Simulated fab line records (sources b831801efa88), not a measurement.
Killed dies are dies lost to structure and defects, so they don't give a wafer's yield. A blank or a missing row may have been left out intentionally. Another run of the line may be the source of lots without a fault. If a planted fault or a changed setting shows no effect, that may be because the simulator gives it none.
Code-filled problem report in 8D (eight disciplines) form | flow gf180mcu | the parts of the form that need people (team, actions taken, sign-off) are left out

== 1. WHAT IS WRONG ==
Mean of doseIonsCm2 at GF_HV_LDD_IMPLANT_48: 3e+13 across 6 wafers in 2 lots; on wafers with no fault it is 3e+13 (standard deviation 3.4e+10). Measured from the usual mean, that is +32 standard deviations.
The first sign was on wafer L453.2 at day 19 10:25, on implanter-03. The record holds 18 wafers of 6 lots with a number at this step. Rule for "out", or "out of limits": more than 4 standard deviations from the usual mean. Any other wafer with a number is counted as sound.

== 2. WHAT IT IS, WHAT IT ISN'T ==
question                    | is                     | is not
which readings at this step | doseIonsCm2            | -
which lots                  | L453, L454             | L434, L441, L442, L449
which wafers of those lots  | all that have a number | -
read on which tools         | implanter-03           | implanter-01, implanter-04
when                        | from day 19 10:25      | up to then (12 sound wafers)

== 3. WHAT RULES OUT EACH SUSPECT ==
Counting: a tool at a process step up to the reading stays a suspect if it ran every lot that is out and no sound lot after the first of them.
- implanter-03 at GF_HV_LDD_IMPLANT_48: kept. It ran every lot that is out, first L453 (day 19 10:25), and no sound lot after that; its last sound lot up to then is L449 (day 18 03:32). On those wafers its own readings are out: doseIonsCm2.
After counting, what remains is implanter-03 at GF_HV_LDD_IMPLANT_48.

== 4. THE CAUSE (what the simulator had put in) ==
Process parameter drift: implanter-03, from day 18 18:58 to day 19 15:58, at GF_HV_LDD_IMPLANT_48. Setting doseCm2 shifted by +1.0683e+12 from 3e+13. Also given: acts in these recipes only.
After counting, this tool was the only one left.

== 5. SEQUENCE OF EFFECTS, ordered by route ==
Rows list readings where the struck wafers' mean (over those with a number) sits beyond 3 standard deviations from the usual. Only readings for which the record gives a usual standard deviation are gone through. hours: the time from each lot's start at the first step in this table that gives one to its start at this step, as a median over the lots. sigmas: the change in usual standard deviations.
hours | step                 | reading     | usual | on struck wafers | change | sigmas
0     | GF_HV_LDD_IMPLANT_48 | doseIonsCm2 | 3e+13 | 3e+13            | +1e+12 | +32
The process steps in it:
- GF_HV_LDD_IMPLANT_48

== 6. HOW IT WOULD HAVE BEEN CAUGHT EARLIER ==
In this record no reading fell out of limits until day 19 10:25, 15 hours after the fault had begun at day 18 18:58.
